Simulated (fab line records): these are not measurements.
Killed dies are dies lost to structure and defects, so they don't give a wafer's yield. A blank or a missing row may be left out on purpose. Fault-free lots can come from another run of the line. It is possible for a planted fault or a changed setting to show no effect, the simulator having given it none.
fab line records ; flow sky130 ; part 1 of 2: steps 1 to 24 of 37
[record] lots = 5; wafers = 15; last_day = 49
route steps=708 shown FIELD_ISO@13 NWELL@32 DNWELL@35 PWDE@45
lots untouched by any fault: they come from a run of this same line in which no faults occurred
start_h: start of the lot's first displayed wafer, in hours after the record's first day ; wait_h: time in hours since the lot's previous step ; " the same as in the row above ; L1.1+2: a row that stands for several wafers ; - either no value or no given start ; * or withheld: withheld ; < > ~ a bound
route shown NAME@n: names a module that has steps shown in the file, with the first one's number in the route ; usual: mean and standard deviation over wafers with no fault ; same: alike in all rows ; chamber/n: place in a boat ; sites: readings site by site ; _std_site: the values' standard deviation ; _edge_site: the outer-site mean with the inner-site mean subtracted ; radius_mm: how far each site lies from the wafer's centre ; mask NAME#n: copy n ; behind: the tool/chamber that last shaped the wafer ; hold: reason for holding the lot/hours on hold/outcome of the hold ; device: the transistor (n, p or np) that didn't switch ; end of line: the route-end tests of the same wafers ; a step given without rows: its recipe and nothing more ; killed: not the wafer's yield, but the dies lost to structure and defects at the first sort ; map: shows each die of a wafer: x if killed, . if not, _ if none is there
set.NAME: the setting that was run; set.NAME@STEP: the one run at that earlier step ; model.NAME: the simulator's own value behind a step, which no gauge read
lots at some steps of the route; a table a step, a row a wafer
services: from which hour (start_h, from the record's first day; less than 0 if before it) a tool's chamber was out of use, for how many hours, and why
[[steps]]
[step SKY_FIELD_ISO_DEVELOP_12]
[recipe] develop_time_s = 60; resist = KrF-thick; dev_temp_c = 21
lot.wafer;tool;chamber;start_h;wait_h
L077.4+5+6;litho_track-01;0;-;-
L078.1+3+6;litho_track-02;0;-;-
L084.2+3+5;litho_track-02;0;-;-
L091.1+2+3;litho_track-01;0;-;-
L093.2+3+6;litho_track-03;0;-;-
[step SKY_FIELD_ISO_CD_MEAS_13]
[recipe] target_cd_nm = 150
[usual] cd_nm = 149.9/1.4
lot.wafer;tool;chamber;start_h;wait_h;cd_nm
L077.4;cd_sem-02;-;45.94;-;148.5
L077.5;cd_sem-02;-;45.94;-;147.4
L077.6;cd_sem-02;-;45.94;-;149.5
L078.1;cd_sem-02;-;49.72;-;149.3
L078.3;cd_sem-02;-;49.72;-;149.2
L078.6;cd_sem-02;-;49.72;-;149.8
L084.2;cd_sem-02;-;81.59;-;148.4
L084.3;cd_sem-02;-;81.59;-;147.3
L084.5;cd_sem-02;-;81.59;-;147.7
L091.1;cd_sem-02;-;116.29;-;148.6
L091.2;cd_sem-02;-;116.29;-;150.5
L091.3;cd_sem-02;-;116.29;-;150.8
L093.2;cd_sem-02;-;130.08;-;147.8
L093.3;cd_sem-02;-;130.08;-;148.7
L093.6;cd_sem-02;-;130.08;-;149.1
[step SKY_FIELD_ISO_ETCH_14]
[recipe] chemistry = N2/H2; target = BARC; ion_energy_ev = 200; source_w = 500; bias_w = 100; pressure_mtorr = 30; n2_flow_sccm = 100; h2_flow_sccm = 200; stop_on = SiO2; time_s = 45.9; target_depth_a = 600
[usual] drypump_motor_current_A = 5.5/0.48; oes_product_au = 0.855/0.0049; throttle_valve_pct = 13.224/0.0095
lot.wafer;tool;chamber;start_h;wait_h;drypump_motor_current_A;oes_product_au;rf_hours_counter_h;throttle_valve_pct
L077.4;rie_diel-02;3;46.00;0.0;5.5;0.853;24;13.222
L077.5;rie_diel-02;2;46.00;0.0;5.8;0.864;-;13.221
L077.6;rie_diel-02;1;46.00;0.0;6.2;0.856;-;13.225
L078.1;rie_diel-02;1;49.84;0.1;6.2;0.858;84;13.238
L078.3;rie_diel-02;2;49.84;0.1;5.8;0.850;3;13.216
L078.6;rie_diel-02;0;49.84;0.1;6.0;0.850;-;13.226
L084.2;rie_diel-04;3;81.69;0.1;5.8;0.856;8;13.213
L084.3;rie_diel-04;0;81.69;0.1;5.6;0.856;123;13.227
L084.5;rie_diel-04;2;81.69;0.1;4.8;0.843;-;13.225
L091.1;rie_diel-04;1;116.41;0.1;4.9;0.855;1;13.232
L091.2;rie_diel-04;3;116.41;0.1;5.8;0.858;9;13.219
L091.3;rie_diel-04;0;116.41;0.1;5.6;0.859;124;13.235
L093.2;rie_diel-04;2;130.18;0.1;4.8;0.854;126;13.238
L093.3;rie_diel-04;1;130.18;0.1;4.9;0.853;2;13.227
L093.6;rie_diel-04;1;130.18;0.1;4.9;0.863;-;13.239
[step SKY_FIELD_ISO_ETCH_15]
[recipe] chemistry = CHF3/O2; target_depth_nm = 180; stop_on = Si; source_w = 600; bias_w = 200; pressure_mtorr = 40; chf3_flow_sccm = 50; O2_flow_sccm = 5; time_s = 72
[usual] drypump_motor_current_A = 5.5/0.48; oes_product_au = 0.946/0.0062; throttle_valve_pct = 8.845/0.0094
lot.wafer;tool;chamber;start_h;wait_h;drypump_motor_current_A;oes_product_au;rf_hours_counter_h;throttle_valve_pct
L077.4;rie_diel-02;3;46.05;0.0;5.4;0.950;24;8.831
L077.5;rie_diel-02;2;46.05;0.0;5.8;0.949;-;8.852
L077.6;rie_diel-02;1;46.05;0.0;6.2;0.947;-;8.842
L078.1;rie_diel-02;1;49.88;0.0;6.1;0.947;84;8.845
L078.3;rie_diel-02;2;49.88;0.0;5.8;0.952;3;8.862
L078.6;rie_diel-02;0;49.88;0.0;6.0;0.953;-;8.840
L084.2;rie_diel-04;3;81.73;0.0;5.8;0.947;8;8.859
L084.3;rie_diel-04;0;81.73;0.0;5.6;0.942;123;8.827
L084.5;rie_diel-04;2;81.73;0.0;4.7;0.941;-;8.835
L091.1;rie_diel-04;1;116.45;0.0;4.9;0.954;2;8.854
L091.2;rie_diel-04;3;116.45;0.0;5.8;0.946;9;8.843
L091.3;rie_diel-04;0;116.45;0.0;5.6;0.945;124;8.859
L093.2;rie_diel-04;2;130.22;0.0;4.7;0.946;126;8.859
L093.3;rie_diel-04;1;130.22;0.0;4.8;0.934;2;8.833
L093.6;rie_diel-04;1;130.22;0.0;4.9;0.950;-;8.844
[step SKY_FIELD_ISO_STRIP_16]
[recipe] chemistry = O2/N2; power_w = 1400; pressure_mtorr = 1500; platen_temp_c = withheld; o2_flow_sccm = 3000; n2_flow_sccm = 300; overash_fraction = 0.5
[usual] drypump_motor_current_A = 5.9/0.32; o2_flow_sccm = 3000/9.6; oes_product_au = 0.378/0.005; strip_time_to_endpoint_s = 3.55/0.032
lot.wafer;tool;chamber;start_h;wait_h;drypump_motor_current_A;o2_flow_sccm;oes_product_au;rf_hours_counter_h;strip_time_to_endpoint_s
L077.4;plasma_asher-01;0;46.20;0.1;5.7;2993;0.373;-;3.62
L077.5;plasma_asher-01;0;46.20;0.1;5.7;3011;0.372;-;3.61
L077.6;plasma_asher-01;1;46.20;0.1;5.8;3011;0.381;-;3.60
L078.1;plasma_asher-04;0;49.94;0.0;6.1;3008;0.369;25;3.57
L078.3;plasma_asher-04;0;49.94;0.0;6.1;3001;0.393;-;3.59
L078.6;plasma_asher-04;0;49.94;0.0;6.1;3016;0.379;-;3.54
L084.2;plasma_asher-02;0;81.79;0.0;6.4;3003;0.378;37;3.55
L084.3;plasma_asher-02;1;81.79;0.0;5.5;2994;0.378;-;3.53
L084.5;plasma_asher-02;0;81.79;0.0;6.4;2997;0.378;-;3.57
L091.1;plasma_asher-02;1;116.51;0.0;5.5;3005;0.374;42;3.56
L091.2;plasma_asher-02;0;116.51;0.0;6.3;2981;0.372;42;3.57
L091.3;plasma_asher-02;0;116.51;0.0;6.4;2993;0.377;-;3.51
L093.2;plasma_asher-04;0;130.28;0.0;6.1;3003;0.378;31;3.58
L093.3;plasma_asher-04;0;130.28;0.0;6.1;2994;0.382;-;3.55
L093.6;plasma_asher-04;0;130.28;0.0;6.1;2998;0.375;-;3.56
[step SKY_FIELD_ISO_ETCH_17]
[recipe] target_depth_a = 3420; mask_material = Si3N4; chemistry = HBr/Cl2/O2; target = Si; taper_deg = 5; icp_w = 600; bias_w = 150; pressure_mtorr = 15; HBr_flow_sccm = 150; Cl2_flow_sccm = 40; O2_flow_sccm = 6; time_s = 97.7
[usual] drypump_motor_current_A = 5.9/0.51; oes_product_au = 1.000/0.011; throttle_valve_pct = 25.657/0.012
lot.wafer;tool;chamber;start_h;wait_h;drypump_motor_current_A;oes_product_au;rf_hours_counter_h;throttle_valve_pct
L077.4;rie_si-01;0;46.27;0.0;6.2;1.001;48;25.669
L077.5;rie_si-01;0;46.27;0.0;6.2;0.988;-;25.660
L077.6;rie_si-01;1;46.27;0.0;5.6;1.005;-;25.647
L078.1;rie_si-02;0;50.04;0.1;6.5;0.986;18;25.674
L078.3;rie_si-02;1;50.04;0.1;6.0;0.994;24;25.668
L078.6;rie_si-02;3;50.04;0.1;6.6;0.983;-;25.684
L084.2;rie_si-01;3;81.89;0.1;5.8;0.989;56;25.667
L084.3;rie_si-01;2;81.89;0.1;5.1;1.015;55;25.645
L084.5;rie_si-01;1;81.89;0.1;5.5;1.013;-;25.662
L091.1;rie_si-02;1;116.61;0.1;6.0;1.002;25;25.658
L091.2;rie_si-02;0;116.61;0.1;6.5;0.992;19;25.645
L091.3;rie_si-02;2;116.61;0.1;5.7;0.990;4;25.681
L093.2;rie_si-02;2;130.38;0.1;5.6;0.996;4;25.671
L093.3;rie_si-02;0;130.38;0.1;6.5;0.996;19;25.674
L093.6;rie_si-02;3;130.38;0.1;6.7;0.998;-;25.647
[step SKY_FIELD_ISO_WET_ETCH_18]
[recipe] chemistry = H3PO4; target_depth_nm = 25; temp_c = 160; target = Si3N4; time_s = 286
[usual] bath_heat_duty_pct = 28.1/2.3
lot.wafer;tool;chamber;start_h;wait_h;bath_heat_duty_pct
L077.4;wet_bench-02;1;46.34;0.0;32.0
L077.5;wet_bench-02;1;46.34;0.0;31.8
L077.6;wet_bench-02;1;46.34;0.0;31.2
L078.1;wet_bench-02;3;50.11;0.0;32.6
L078.3;wet_bench-02;3;50.11;0.0;31.8
L078.6;wet_bench-02;3;50.11;0.0;30.9
L084.2;wet_bench-03;2;81.96;0.0;25.6
L084.3;wet_bench-03;2;81.96;0.0;26.4
L084.5;wet_bench-03;2;81.96;0.0;26.0
L091.1;wet_bench-03;3;116.68;0.0;26.2
L091.2;wet_bench-03;3;116.68;0.0;26.8
L091.3;wet_bench-03;3;116.68;0.0;27.8
L093.2;wet_bench-02;0;130.45;0.0;29.2
L093.3;wet_bench-02;0;130.45;0.0;26.4
L093.6;wet_bench-02;0;130.45;0.0;26.6
[step SKY_FIELD_ISO_CLEAN_19]
[recipe] chemistry = SC1/SC2; mix = 1:4:20; temp_c = 70; time_s = 150
[usual] bath_heat_duty_pct = 13.8/1.3
lot.wafer;tool;chamber;start_h;wait_h;bath_heat_duty_pct
L077.4;wet_bench-03;2;46.43;0.0;12.9
L077.5;wet_bench-03;2;46.43;0.0;13.8
L077.6;wet_bench-03;2;46.43;0.0;13.4
L078.1;wet_bench-03;0;50.20;0.0;13.2
L078.3;wet_bench-03;0;50.20;0.0;12.9
L078.6;wet_bench-03;0;50.20;0.0;12.0
L084.2;wet_bench-02;1;82.07;0.0;15.3
L084.3;wet_bench-02;1;82.07;0.0;15.1
L084.5;wet_bench-02;1;82.07;0.0;16.1
L091.1;wet_bench-01;3;116.77;0.0;12.8
L091.2;wet_bench-01;3;116.77;0.0;13.9
L091.3;wet_bench-01;3;116.77;0.0;13.5
L093.2;wet_bench-01;3;130.54;0.0;14.3
L093.3;wet_bench-01;3;130.54;0.0;14.2
L093.6;wet_bench-01;3;130.54;0.0;14.1
[step SKY_FIELD_ISO_CLEAN_20]
[recipe] chemistry = dHF; time_s = 20; dilution = 100:1
lot.wafer;tool;chamber;start_h;wait_h
L077.4+5+6;wet_bench-02;3;46.48;0.0
L078.1+3+6;wet_bench-02;1;50.25;0.0
L084.2+3+5;wet_bench-01;2;82.12;0.0
L091.1+2+3;wet_bench-03;2;116.82;0.0
L093.2+3+6;wet_bench-03;0;130.59;0.0
[step SKY_FIELD_ISO_WET_ETCH_21]
[recipe] chemistry = dHF; dilution = 100:1; target_depth_nm = 20; dry = ipa_marangoni; target = SiO2; temp_c = 25; time_s = 400
[usual] bath_heat_duty_pct = 6.5/0.68
lot.wafer;tool;chamber;start_h;wait_h;bath_heat_duty_pct
L077.4;wet_bench-03;2;46.49;0.0;6.3
L077.5;wet_bench-03;2;46.49;0.0;5.9
L077.6;wet_bench-03;2;46.49;0.0;6.7
L078.1;wet_bench-03;3;50.26;0.0;5.6
L078.3;wet_bench-03;3;50.26;0.0;6.8
L078.6;wet_bench-03;3;50.26;0.0;7.2
L084.2;wet_bench-03;3;82.14;0.0;6.6
L084.3;wet_bench-03;3;82.14;0.0;6.0
L084.5;wet_bench-03;3;82.14;0.0;6.3
L091.1;wet_bench-01;2;116.83;0.0;6.0
L091.2;wet_bench-01;2;116.83;0.0;6.6
L091.3;wet_bench-01;2;116.83;0.0;6.7
L093.2;wet_bench-02;3;130.60;0.0;7.0
L093.3;wet_bench-02;3;130.60;0.0;7.9
L093.6;wet_bench-02;3;130.60;0.0;7.3
[step SKY_FIELD_ISO_OXIDATION_22]
[recipe] temp_c = 950; ambient = O2; stabilise_s = 600; purge_s = 300; target_thk_a = 100; ox_time_s = 623
[usual] tube_center_temp_C = 949.99/0.092
lot.wafer;tool;chamber;start_h;wait_h;tube_center_temp_C
L077.4;furnace-02;0;47.21;0.6;950.05
L077.5;furnace-02;0;47.21;0.6;950.1
L077.6;furnace-02;0;47.21;0.6;950.11
L078.1;furnace-01;0;51.63;1.3;949.79
L078.3;furnace-01;0;51.63;1.3;949.95
L078.6;furnace-01;0;51.63;1.3;950.05
L084.2;furnace-01;0;83.41;1.1;949.96
L084.3;furnace-01;0;83.41;1.1;949.99
L084.5;furnace-01;0;83.41;1.1;949.84
L091.1;furnace-02;0;117.70;0.8;950.07
L091.2;furnace-02;0;117.70;0.8;950.19
L091.3;furnace-02;0;117.70;0.8;949.98
L093.2;furnace-01;0;130.72;0.0;950.06
L093.3;furnace-01;0;130.72;0.0;950.05
L093.6;furnace-01;0;130.72;0.0;949.94
[step SKY_FIELD_ISO_THK_MEAS_23]
[recipe] reads = SiO2_of_FIELD_ISO_OXIDATION_22
[usual] FIELD_ISO_OXIDATION_01_THK = 9.89/0.18
lot.wafer;tool;chamber;start_h;wait_h;FIELD_ISO_OXIDATION_01_THK[nm]
L077.4;film_metro-03;-;48.42;0.0;9.81
L077.5;film_metro-03;-;48.42;0.0;9.88
L077.6;film_metro-03;-;48.42;0.0;9.77
L078.1;film_metro-03;-;52.80;0.0;9.97
L078.3;film_metro-03;-;52.80;0.0;10.02
L078.6;film_metro-03;-;52.80;0.0;9.80
L084.2;film_metro-02;-;84.60;0.0;10.00
L084.3;film_metro-02;-;84.60;0.0;10.08
L084.5;film_metro-02;-;84.60;0.0;10.08
L091.1;film_metro-02;-;118.87;0.0;9.76
L091.2;film_metro-02;-;118.87;0.0;9.77
L091.3;film_metro-02;-;118.87;0.0;9.91
L093.2;film_metro-04;-;131.91;0.0;9.93
L093.3;film_metro-04;-;131.91;0.0;9.87
L093.6;film_metro-04;-;131.91;0.0;10.14
[step SKY_FIELD_ISO_CVD_24]
[recipe] material = SiO2; target_thk_nm = 595; temp_c = 650; sigma_open_frac = 0.3; time_s = 99.2; sih4_flow_sccm = 60; pressure_mtorr = 6
lot.wafer;tool;chamber;start_h;wait_h
L077.4+5+6;hdpcvd-02;2,0,1;48.48;0.1
L078.1+3+6;hdpcvd-02;2,0,0;52.87;0.1
L084.2+3+5;hdpcvd-01;0,2,0;84.65;0.0
L091.1+2+3;hdpcvd-01;0,2,1;118.93;0.1
L093.2+3+6;hdpcvd-01;1,0,2;131.96;0.0
[step SKY_FIELD_ISO_THK_MEAS_25]
[recipe] reads = SiO2_of_FIELD_ISO_CVD_24
[usual] FIELD_ISO_CVD_24_THK = 593/5.2
lot.wafer;tool;chamber;start_h;wait_h;FIELD_ISO_CVD_24_THK[nm]
L077.4;film_metro-02;-;48.55;0.0;599
L077.5;film_metro-02;-;48.55;0.0;590
L077.6;film_metro-02;-;48.55;0.0;598
L078.1;film_metro-04;-;52.94;0.0;589
L078.3;film_metro-04;-;52.94;0.0;590
L078.6;film_metro-04;-;52.94;0.0;588
L084.2;film_metro-03;-;84.73;0.0;592
L084.3;film_metro-03;-;84.73;0.0;598
L084.5;film_metro-03;-;84.73;0.0;601
L091.1;film_metro-02;-;119.00;0.0;589
L091.2;film_metro-02;-;119.00;0.0;590
L091.3;film_metro-02;-;119.00;0.0;589
L093.2;film_metro-03;-;132.04;0.0;586
L093.3;film_metro-03;-;132.04;0.0;594
L093.6;film_metro-03;-;132.04;0.0;590
[step SKY_FIELD_ISO_ANNEAL_26]
[recipe] temp_c = 1000; time_s = 1800; ambient = N2
[usual] tube_center_temp_C = 1000/0.094
lot.wafer;tool;chamber;start_h;wait_h;tube_center_temp_C
L077.4;furnace-02;0;48.58;0.0;1000
L077.5;furnace-02;0;48.58;0.0;1000.1
L077.6;furnace-02;0;48.58;0.0;999.98
L078.1;furnace-02;0;54.31;1.4;999.85
L078.3;furnace-02;0;54.31;1.4;1000.2
L078.6;furnace-02;0;54.31;1.4;1000
L084.2;furnace-01;0;84.78;0.0;999.99
L084.3;furnace-01;0;84.78;0.0;999.97
L084.5;furnace-01;0;84.78;0.0;999.85
L091.1;furnace-02;0;120.27;1.3;999.94
L091.2;furnace-02;0;120.27;1.3;999.9
L091.3;furnace-02;0;120.27;1.3;1000
L093.2;furnace-02;0;132.09;0.0;999.98
L093.3;furnace-02;0;132.09;0.0;999.95
L093.6;furnace-02;0;132.09;0.0;999.9
[step SKY_FIELD_ISO_CMP_27]
[recipe] stop_on = Si3N4; t_overpolish_s = 16; down_force_psi = 4; platen_rpm = 60; target_thk_nm = 457.8; pad_velocity_m_s = 0.94248
[usual] motor_current_A = 11.9/1.4; overpolish_run_s = 16.000/0.0093; time_to_endpoint_s = 111/4.4
[same] t_overpolish_s = 16
lot.wafer;tool;chamber;start_h;wait_h;motor_current_A;overpolish_run_s;time_to_endpoint_s
L077.4;cmp-02;0;50.23;0.1;10.2;16.000;111
L077.5;cmp-02;1;50.23;0.1;14.8;16.006;107
L077.6;cmp-02;2;50.23;0.1;12.5;16.006;116
L078.3;cmp-01;3;55.81;0.0;13.2;15.984;110
L078.1;cmp-01;2;55.81;0.0;9.4;16.019;107
L078.6;cmp-01;0;55.81;0.0;12.7;16.014;104
L084.2;cmp-02;1;86.38;0.1;14.8;15.987;110
L084.3;cmp-02;2;86.38;0.1;12.3;16.008;115
L084.5;cmp-02;3;86.38;0.1;11.0;16.000;119
L091.3;cmp-01;1;121.77;0.0;12.2;15.995;105
L091.1;cmp-01;3;121.77;0.0;12.8;15.987;110
L091.2;cmp-01;0;121.77;0.0;13.2;16.005;99
L093.3;cmp-01;1;133.59;0.0;11.5;16.023;109
L093.2;cmp-01;0;133.59;0.0;12.3;16.002;102
L093.6;cmp-01;1;133.59;0.0;12.1;16.000;107
[step SKY_FIELD_ISO_WET_ETCH_28]
[recipe] chemistry = dHF; target_depth_nm = 23.7; target = SiO2; dilution = 10:1; temp_c = 25; time_s = 48.49
[usual] bath_heat_duty_pct = 6.5/0.8
lot.wafer;tool;chamber;start_h;wait_h;bath_heat_duty_pct
L077.4;wet_bench-02;2;50.38;0.1;6.0
L077.5;wet_bench-02;2;50.38;0.1;6.0
L077.6;wet_bench-02;2;50.38;0.1;6.1
L078.1;wet_bench-01;1;56.11;0.1;6.4
L078.3;wet_bench-01;1;56.11;0.1;5.1
L078.6;wet_bench-01;1;56.11;0.1;6.2
L084.2;wet_bench-03;3;86.58;0.1;5.8
L084.3;wet_bench-03;3;86.58;0.1;6.4
L084.5;wet_bench-03;3;86.58;0.1;5.7
L091.1;wet_bench-02;3;122.07;0.1;7.9
L091.2;wet_bench-02;3;122.07;0.1;7.7
L091.3;wet_bench-02;3;122.07;0.1;8.1
L093.2;wet_bench-01;1;133.89;0.1;5.8
L093.3;wet_bench-01;1;133.89;0.1;5.2
L093.6;wet_bench-01;1;133.89;0.1;5.2
[step SKY_FIELD_ISO_WET_ETCH_29]
[recipe] chemistry = H3PO4; target_depth_nm = 160; target = Si3N4; temp_c = 160; time_s = 1825
[usual] bath_heat_duty_pct = 26.6/1.9
lot.wafer;tool;chamber;start_h;wait_h;bath_heat_duty_pct
L077.4;wet_bench-03;2;50.40;0.0;27.7
L077.5;wet_bench-03;2;50.40;0.0;26.0
L077.6;wet_bench-03;2;50.40;0.0;26.4
L078.1;wet_bench-02;2;56.13;0.0;24.8
L078.3;wet_bench-02;2;56.13;0.0;26.4
L078.6;wet_bench-02;2;56.13;0.0;24.6
L084.2;wet_bench-01;3;86.61;0.0;26.4
L084.3;wet_bench-01;3;86.61;0.0;25.6
L084.5;wet_bench-01;3;86.61;0.0;27.0
L091.1;wet_bench-02;2;122.09;0.0;25.4
L091.2;wet_bench-02;2;122.09;0.0;25.4
L091.3;wet_bench-02;2;122.09;0.0;25.1
L093.2;wet_bench-03;0;133.91;0.0;23.3
L093.3;wet_bench-03;0;133.91;0.0;25.6
L093.6;wet_bench-03;0;133.91;0.0;23.1
[step SKY_FIELD_ISO_WET_ETCH_30]
[recipe] chemistry = dHF; target_depth_nm = 25; target = SiO2; dilution = 10:1; temp_c = 25; time_s = 50
[usual] bath_heat_duty_pct = 6.4/0.68
lot.wafer;tool;chamber;start_h;wait_h;bath_heat_duty_pct
L077.4;wet_bench-02;1;50.92;0.0;7.9
L077.5;wet_bench-02;1;50.92;0.0;6.8
L077.6;wet_bench-02;1;50.92;0.0;7.0
L078.1;wet_bench-01;3;56.64;0.0;6.6
L078.3;wet_bench-01;3;56.64;0.0;5.7
L078.6;wet_bench-01;3;56.64;0.0;6.7
L084.2;wet_bench-02;2;87.12;0.0;5.7
L084.3;wet_bench-02;2;87.12;0.0;6.4
L084.5;wet_bench-02;2;87.12;0.0;6.0
L091.1;wet_bench-03;2;122.65;0.0;5.8
L091.2;wet_bench-03;2;122.65;0.0;5.8
L091.3;wet_bench-03;2;122.65;0.0;5.6
L093.2;wet_bench-01;2;134.42;0.0;6.6
L093.3;wet_bench-01;2;134.42;0.0;6.9
L093.6;wet_bench-01;2;134.42;0.0;5.9
[step SKY_NWELL_CLEAN_00]
[recipe] chemistry = SC1/SC2; mix = 1:4:20; temp_c = 70; time_s = 150; dry = n2_spin
[usual] bath_heat_duty_pct = 14.0/1.1
lot.wafer;tool;chamber;start_h;wait_h;bath_heat_duty_pct
L077.4;wet_bench-03;1;50.94;0.0;15.0
L077.5;wet_bench-03;1;50.94;0.0;14.6
L077.6;wet_bench-03;1;50.94;0.0;13.9
L078.1;wet_bench-03;3;56.67;0.0;13.6
L078.3;wet_bench-03;3;56.67;0.0;14.7
L078.6;wet_bench-03;3;56.67;0.0;14.4
L084.2;wet_bench-03;2;87.14;0.0;13.0
L084.3;wet_bench-03;2;87.14;0.0;12.9
L084.5;wet_bench-03;2;87.14;0.0;12.4
L091.1;wet_bench-01;1;122.67;0.0;13.5
L091.2;wet_bench-01;1;122.67;0.0;14.6
L091.3;wet_bench-01;1;122.67;0.0;13.7
L093.2;wet_bench-02;0;134.45;0.0;14.7
L093.3;wet_bench-02;0;134.45;0.0;13.0
L093.6;wet_bench-02;0;134.45;0.0;12.4
[step SKY_NWELL_OXIDATION_01]
[recipe] temp_c = 900; ambient = O2; stabilise_s = 600; purge_s = 300; target_thk_a = 100; ox_time_s = 1418
[usual] tube_center_temp_C = 900/0.08
lot.wafer;tool;chamber;start_h;wait_h;tube_center_temp_C
L077.4;furnace-01;0;52.80;1.8;899.94
L077.5;furnace-01;0;52.80;1.8;899.87
L077.6;furnace-01;0;52.80;1.8;900.02
L078.1;furnace-01;0;57.24;0.5;899.97
L078.3;furnace-01;0;57.24;0.5;900.06
L078.6;furnace-01;0;57.24;0.5;899.9
L084.2;furnace-01;0;87.21;0.0;900.01
L084.3;furnace-01;0;87.21;0.0;899.98
L084.5;furnace-01;0;87.21;0.0;899.91
L091.1;furnace-02;0;123.28;0.6;900.16
L091.2;furnace-02;0;123.28;0.6;899.96
L091.3;furnace-02;0;123.28;0.6;900.01
L093.2;furnace-02;0;134.50;0.0;899.95
L093.3;furnace-02;0;134.50;0.0;900.18
L093.6;furnace-02;0;134.50;0.0;900.03
[step SKY_NWELL_THK_MEAS_02]
[recipe] reads = SiO2_of_NWELL_OXIDATION_01
[usual] NWELL_OXIDATION_THK = 9.85/0.2
lot.wafer;tool;chamber;start_h;wait_h;NWELL_OXIDATION_THK[nm]
L077.4;film_metro-01;-;54.23;0.0;9.94
L077.5;film_metro-01;-;54.23;0.0;10.27
L077.6;film_metro-01;-;54.23;0.0;10.12
L078.1;film_metro-03;-;58.64;0.0;9.80
L078.3;film_metro-03;-;58.64;0.0;10.00
L078.6;film_metro-03;-;58.64;0.0;9.82
L084.2;film_metro-01;-;88.61;0.0;9.83
L084.3;film_metro-01;-;88.61;0.0;9.66
L084.5;film_metro-01;-;88.61;0.0;9.98
L091.1;film_metro-03;-;124.67;0.0;9.79
L091.2;film_metro-03;-;124.67;0.0;9.89
L091.3;film_metro-03;-;124.67;0.0;9.80
L093.2;film_metro-03;-;135.90;0.0;9.91
L093.3;film_metro-03;-;135.90;0.0;9.90
L093.6;film_metro-03;-;135.90;0.0;9.61
[step SKY_DNWELL_DEHYDRATE_00]
[recipe] temp_c = 200; time_s = 60
lot.wafer;tool;chamber;start_h;wait_h
L077.4+5+6;litho_track-01;0;60.71;6.5
L078.1+3+6;litho_track-02;0;65.42;6.8
L084.2+3+5;litho_track-04;0;96.84;8.2
L091.1+2+3;litho_track-02;0;133.67;9.0
L093.2+3+6;litho_track-04;0;145.94;10.0
[step SKY_DNWELL_HMDS_01]
[recipe] prime_time_s = 60; prime_temp_c = 120
lot.wafer;tool;chamber;start_h;wait_h
L077.4+5+6;litho_track-01;0;60.86;0.1
L078.1+3+6;litho_track-02;0;65.57;0.1
L084.2+3+5;litho_track-04;0;96.99;0.1
L091.1+2+3;litho_track-02;0;133.82;0.1
L093.2+3+6;litho_track-04;0;146.09;0.1
